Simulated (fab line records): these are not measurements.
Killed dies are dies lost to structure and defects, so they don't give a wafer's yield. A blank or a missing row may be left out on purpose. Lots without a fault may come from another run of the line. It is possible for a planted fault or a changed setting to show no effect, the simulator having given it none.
Chamber matching + flow sky130 + SKY_POLY_GATE_ETCH_17 on rie-si-01 has 4 sister chambers
The step etches poly-Si in HBr/Cl2, stops on SiO2, target depth 180 nm, time 70.5 s. 17 wafers are shown with their chamber, then 8 later ones without.

EACH WAFER AND ITS CHAMBER
| wafer  | chamber | drypump-motor-current-A (A) | run-length-s (s) | rf-fwd-power-W (W) |
|--------|---------|-----------------------------|------------------|--------------------|
| L643.2 | 0       | 6.5                         | 99.6             | 397.3              |
| L643.3 | 2       | 5.1                         | 98.1             | 399.5              |
| L643.4 | 1       | 5.9                         | 98.7             | 397.4              |
| L645.2 | 2       | 5.1                         | 98.0             | 397.5              |
| L645.5 | 0       | 6.5                         | 99.4             | 395.7              |
| L645.6 | 1       | 5.8                         | 98.8             | 397.7              |
| L646.2 | 1       | 5.9                         | 98.7             | 398.9              |
| L646.3 | 2       | 5.1                         | 98.0             | 397.8              |
| L646.4 | 0       | 6.5                         | 99.4             | 397.6              |
| L647.1 | 0       | 6.5                         | 99.1             | 396.1              |
| L647.2 | 1       | 5.9                         | 98.6             | 397.9              |
| L647.6 | 2       | 5.1                         | 97.9             | 399.4              |
| L648.2 | 0       | 6.5                         | 98.8             | 397.6              |
| L648.4 | 3       | 5.3                         | 99.0             | 398.2              |
| L648.6 | 3       | 5.3                         | 99.0             | 399.0              |
| L649.2 | 0       | 6.5                         | 99.1             | 396.2              |
| L649.3 | 2       | 5.1                         | 98.4             | 399.9              |

SIGNATURES, as means of the wafers listed above
| reading                 | chamber 0 | chamber 1 | chamber 2 | chamber 3 | scatter within a chamber |
|-------------------------|-----------|-----------|-----------|-----------|--------------------------|
| drypump-motor-current-A | 6.500     | 5.875     | 5.100     | 5.300     | 0.024                    |
| run-length-s            | 99.233    | 98.700    | 98.080    | 99.000    | 0.211                    |
| rf-fwd-power-W          | 396.750   | 397.975   | 398.820   | 398.600   | 0.873                    |
Rule: for each reading, subtract the chamber's mean from the wafer's reading, divide by that reading's scatter and square the result; add these up over the readings and take the root, which gives the wafer's distance from the chamber. The wafer belongs to the nearest chamber; if the next one is less than 2 further off, it can't be placed. The scatter: the root of (the sum of the squares of (reading less its chamber's mean) over the shown wafers, divided by (wafers less chambers)).

WAFERS WHOSE CHAMBER IS MISSING
| wafer  | drypump-motor-current-A (A) | run-length-s (s) | rf-fwd-power-W (W) |
|--------|-----------------------------|------------------|--------------------|
| L649.4 | 5.3                         | 99.0             | 396.0              |
| L651.4 | 5.1                         | 100.4            | 397.4              |
| L662.1 | 6.5                         | 98.9             | 397.7              |
| L662.3 | 5.3                         | 99.2             | 397.8              |
| L662.6 | 5.9                         | 99.1             | 397.3              |
| L664.1 | 5.3                         | 99.2             | 399.3              |
| L664.4 | 6.5                         | 99.1             | 398.4              |
| L664.5 | 5.1                         | 98.1             | 397.3              |

EACH ONE'S CHAMBER
| wafer  | from the rows above     | in truth |
|--------|-------------------------|----------|
| L649.4 | 3                       | 3        |
| L651.4 | can't be placed: 3 or 2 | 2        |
| L662.1 | 0                       | 0        |
| L662.3 | 3                       | 3        |
| L662.6 | 1                       | 1        |
| L664.1 | 3                       | 3        |
| L664.4 | 0                       | 0        |
| L664.5 | 2                       | 2        |
Placed correctly: 7 of 8. From these rows, 1 cannot be placed; in 1 the true chamber is one of the candidates. 0 placed wrongly.
